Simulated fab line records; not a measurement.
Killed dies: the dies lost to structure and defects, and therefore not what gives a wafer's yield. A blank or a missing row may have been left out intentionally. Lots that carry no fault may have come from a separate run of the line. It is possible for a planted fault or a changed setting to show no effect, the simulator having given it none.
Which tool did it?    flow sky130    11 lots with 33 wafers sampled at 6 steps, on a route of 708 steps

## WHAT THE GAUGES SHOWED, per wafer
SKY_RES_PROTECT_TW_MEAS_08. Usual: for POLY_GATE_TW the level is 4077 and the standard deviation is 41.
lot   measured      on             POLY_GATE_TW    flag
L214  day 14 19:33  film metro-04  4037 4019 4024  
L218  day 16 07:24  film metro-01  4062 4080 4059  
L222  day 17 12:44  film metro-03  4134 4149 4120  
L221  day 17 12:57  film metro-04  4028 4004 3996  
L223  day 17 23:37  film metro-01  4065 4036 4065  
L230  day 20 21:39  film metro-01  4071 4067 4077  
L232  day 21 12:39  film metro-01  4058 4051 4032  
L233  day 21 21:36  film metro-01  4067 4042 4021  
L234  day 22 15:42  film metro-01  4063 4074 4067  
L235  day 22 19:46  film metro-01  4087 4077 4093  
L236  day 23 03:10  film metro-01  4081 4074 4058  

SKY_SD_P_CD_MEAS_07: target cd 380 nm. Usual: cd nm reads 379.5 nm (standard deviation 2.4).
lot   measured      on         cd nm (nm)         flag
L214  day 25 15:46  cd sem-02  383.8 385.7 382.8  
L218  day 26 16:40  cd sem-01  380.1 380.2 382.7  
L222  day 28 04:52  cd sem-02  - - -              OFF
L221  day 28 04:26  cd sem-02  384.2 381.2 384.0  
L223  day 28 13:26  cd sem-01  - - -              OFF
L230  day 31 00:55  cd sem-02  376.9 377.2 374.6  
L232  day 31 06:27  cd sem-01  384.0 381.8 380.8  
L233  day 31 15:43  cd sem-02  379.1 380.8 379.1  
L234  day 32 07:23  cd sem-02  379.7 377.6 378.9  
L235  day 32 10:19  cd sem-01  378.7 380.2 379.5  
L236  day 32 18:20  cd sem-01  378.1 379.5 378.0  

SKY_RES_XHIGH_TW_MEAS_09. Usual: for RES_XHIGH_TW the level is 1656 and the standard deviation is 14.
lot   measured      on             RES_XHIGH_TW    flag
L214  day 26 20:52  film metro-04  1655 1650 1654  
L218  day 27 20:58  film metro-04  1650 1663 1648  
L222  day 29 08:36  film metro-02  2874 2889 2890  OFF
L221  day 29 08:16  film metro-03  1684 1679 1683  
L223  day 29 16:10  film metro-03  2935 2965 2944  OFF
L230  day 32 03:30  film metro-04  1643 1642 1626  
L232  day 32 09:33  film metro-03  1669 1659 1667  
L233  day 32 18:57  film metro-03  1667 1671 1668  
L234  day 33 10:42  film metro-04  1640 1644 1642  
L235  day 33 12:34  film metro-03  1668 1663 1667  
L236  day 33 21:28  film metro-04  1647 1643 1647  

SKY_LI_CONTACT_THK_MEAS_01. Usual: for LI_CONTACT_HDPCVD_THK the level is 932 nm and the standard deviation is 13.
lot   measured      on             LI_CONTACT_HDPCVD_THK (nm)  flag
L214  day 28 02:14  film metro-02  926 930 927                 
L218  day 29 00:47  film metro-04  912 939 932                 
L222  day 30 12:18  film metro-02  941 925 939                 
L221  day 30 12:02  film metro-03  912 930 910                 
L223  day 30 19:26  film metro-03  903 948 906                 
L230  day 33 07:16  film metro-04  953 933 946                 
L232  day 33 13:08  film metro-02  947 942 948                 
L233  day 33 22:16  film metro-03  933 925 925                 
L234  day 34 14:31  film metro-02  934 939 917                 
L235  day 34 15:50  film metro-03  949 941 943                 
L236  day 35 01:56  film metro-02  922 927 904                 

## WHICH TOOL RAN EACH LOT (tool, then ch and the chambers of the sampled wafers, then the start)
lot   SKY_POLY_CUT_ETCH_11                SKY_SD_P_COAT_02
L214  rie diel-03 ch 0,1,2, day 24 09:40  litho track-04 ch 0, day 25 00:50
L218  rie diel-02 ch 1,2,3, day 25 12:05  litho track-02 ch 0, day 26 02:10
L222  rie diel-03 ch 0,3, day 27 01:28    litho track-02, day 27 14:55
L221  rie diel-01 ch 0,1,2, day 27 01:07  litho track-02 ch 0, day 27 14:19
L223  rie diel-03 ch 1,3, day 27 09:46    litho track-04, day 27 23:46
L230  rie diel-02 ch 0,1,2, day 29 23:29  litho track-02 ch 0, day 30 11:44
L232  rie diel-03 ch 1,3, day 30 04:47    litho track-04 ch 0, day 30 17:40
L233  rie diel-01 ch 0,2,3, day 30 13:28  litho track-04 ch 0, day 31 02:37
L234  rie diel-02 ch 0,3, day 31 04:21    litho track-02 ch 0, day 31 17:14
L235  rie diel-02 ch 1,2, day 31 07:17    litho track-04 ch 0, day 31 20:43
L236  rie diel-01 ch 1,2, day 31 15:44    litho track-04 ch 0, day 32 04:31
- SKY_POLY_CUT_ETCH_11: etches Si3N4 in CF4/CH2F2/Ar, stops on poly-Si, time 42.5 s, target depth 60 nm.
- SKY_SD_P_COAT_02: resist thk 1140 nm.

## AS READ BY THE TOOLS THEMSELVES (means over the sampled wafers that have a number; for cases with no such wafer, the mark the record gives instead)
SKY_POLY_CUT_ETCH_11. Usual: drypump motor current A 6.0 A, standard deviation 0.48; oes product au 0.828 a.u., standard deviation 0.0061; throttle valve pct 14.995 %, standard deviation 0.0094.
lot   tool         drypump motor current A (A)  oes product au (a.u.)  throttle valve pct (%)  flag
L214  rie diel-03  6.1                          0.828                  14.985                  
L218  rie diel-02  5.7                          0.829                  14.990                  
L222  rie diel-03  5.7                          0.825                  14.999                  
L221  rie diel-01  6.0                          0.820                  14.986                  
L223  rie diel-03  6.3                          0.823                  15.000                  
L230  rie diel-02  5.9                          0.825                  14.998                  
L232  rie diel-03  6.3                          0.823                  15.001                  
L233  rie diel-01  6.1                          0.821                  14.989                  
L234  rie diel-02  6.2                          0.832                  14.990                  
L235  rie diel-02  5.5                          0.838                  15.003                  
L236  rie diel-01  5.9                          0.826                  14.994                  

SKY_SD_P_COAT_02. Usual: chill plate temp C 23.02 C, standard deviation 0.11; dispense pressure kPa 53 kPa, standard deviation 3.3; resist line temp C 23.00 C, standard deviation 0.12.
lot   tool            chill plate temp C (C)  dispense pressure kPa (kPa)  resist line temp C (C)  flag
L214  litho track-04  22.94                   50                           23.09                   
L218  litho track-02  23.12                   57                           22.85                   
L222  litho track-02  -                       -                            -                       OFF
L221  litho track-02  23.14                   57                           23.06                   
L223  litho track-04  -                       -                            -                       OFF
L230  litho track-02  22.90                   57                           23.02                   
L232  litho track-04  23.01                   50                           23.08                   
L233  litho track-04  23.06                   50                           23.02                   
L234  litho track-02  23.22                   57                           22.90                   
L235  litho track-04  23.00                   50                           22.98                   
L236  litho track-04  23.00                   50                           22.98                   

## THE ANSWER, worked out from the rows above alone
Rule: a lot counts as off when the mean over its wafers that have a number is more than 3 standard deviations away from the usual mean. Also off: a lot with no number at a reading for which 4 or more lots have one. Where the step has rows for the other lots, those lots are counted as sound. First the gauges in route order, then the tools' own readings, where a lot's mean is used as printed above. The first step at which some lot is off is used, and at that step the reading that is off furthest; a lot without a number counts as furthest.
Off at SKY_SD_P_CD_MEAS_07 (cd nm): L222, L223. Without a number there: L222, L223.
If a tool, at a process step before that reading, ran all the lots that are off and no sound lot after the first of them, it fits. Not tried: the gauges at SKY_SD_P_CD_MEAS_07; whatever is off there is also off at SKY_RES_XHIGH_TW_MEAS_09, on other tools, and gauge error can't account for it. Not one of the candidates tried fits.

## WHAT THE SIMULATOR HAD INSERTED
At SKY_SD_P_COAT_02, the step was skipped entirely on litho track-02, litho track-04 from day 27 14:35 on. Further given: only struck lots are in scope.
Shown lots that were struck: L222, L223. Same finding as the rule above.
